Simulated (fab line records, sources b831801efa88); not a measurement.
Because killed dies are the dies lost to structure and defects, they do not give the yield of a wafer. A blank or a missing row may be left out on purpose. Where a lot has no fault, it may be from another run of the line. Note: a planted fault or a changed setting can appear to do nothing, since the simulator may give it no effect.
Code-filled problem report in 8D (eight disciplines) form | flow sky130 | the parts of the form that need people (team, actions taken, sign-off) are left out

1. PROBLEM STATEMENT
cdNm at SKY_SD_P_CD_MEAS_07 reads a mean of 470.7 nm on 9 wafers of 3 lots; wafers without a fault read 379.2 nm with a standard deviation of 2.8. Measured from the usual mean, that is +33 standard deviations.
The step: target cd 380 nm.
First seen on wafer L829.3, day 27 06:46, on cdSem-01. The record holds 33 wafers of 11 lots with a number at this step. By rule, "out" or "out of limits" means more than 4 standard deviations away from the usual mean. Any other wafer with a number is counted as sound.

2. WHAT THIS IS AND IS NOT
question                    | is                     | is not
which readings at this step | cdNm                   | -
which lots                  | L829, L830, L831       | L825, L826, L827, L828, L839, L840, L841, L842
which wafers of those lots  | all that have a number | -
read on which gauges        | cdSem-01, cdSem-02     | -
when                        | from day 27 06:46      | up to then (12 sound wafers); but 12 sound wafers of L839, L840, L841, L842 came after

3. SUSPECTS, AND WHAT RULES EACH OUT
Counting: a tool at a process step up to the reading stays a suspect if it ran every lot that is out and no sound lot after the first of them.
- the gauge at SKY_SD_P_CD_MEAS_07 has been ruled out. 2 gauges (cdSem-01, cdSem-02) read the wafers that are out.
- lithoTrack-03 at SKY_SD_P_COAT_02 (resist thk 1140 nm): ruled out as a lasting fault. Following L829 (day 26 16:31), the first lot on it that is out, the sound lots L840, L841, L842 were run on it.
Left after counting: nothing in the record.

4. THE CAUSE (what the simulator had put in)
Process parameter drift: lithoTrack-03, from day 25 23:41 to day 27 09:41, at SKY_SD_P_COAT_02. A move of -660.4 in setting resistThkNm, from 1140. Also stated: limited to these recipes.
The count ruled it out by mistake, since the rule takes a fault to strike every lot its tool runs from the start of the fault on, and this one did not do so.

5. THE CHAIN OF EFFECTS, in route order
Each row: a reading whose mean over the struck wafers that have a number lies more than 3 standard deviations from the usual. Readings are gone through only where the record gives a usual standard deviation; hours: the median, over the lots, of the time from a lot's start at the first step in this table giving one to that lot's start at this step; sigmas: the change measured in usual standard deviations.
hours | step                | reading              | usual      | on struck wafers | change | sigmas
0     | SKY_SD_P_CD_MEAS_07 | cdNm                 | 379.2 nm   | 470.7            | +91.5  | +33
0     | SKY_SD_P_STRIP_10   | oesProductAu         | 0.617 a.u. | 0.491            | -0.126 | -27
0     | SKY_SD_P_STRIP_10   | stripTimeToEndpointS | 17.51 s    | 9.88             | -7.63  | -99 or more
Process steps it contains:
- SKY_SD_P_STRIP_10: strips in O2/N2.
At these later measuring or inspecting steps, every struck wafer for which the step has a row has a number for every such reading, and none has moved that far: SKY_SD_P_TW_MEAS_11.

6. HOW IT WOULD HAVE BEEN CAUGHT EARLIER
Counted from the fault's start at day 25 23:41, it took 31 hours until the first out-of-limits reading at a measuring or inspecting step in this record, taken at day 27 06:46.
No tool reading at SKY_SD_P_COAT_02 that has a usual standard deviation in the record was out on any struck wafer, so an alarm limit of 4 standard deviations on those readings would not have fired.
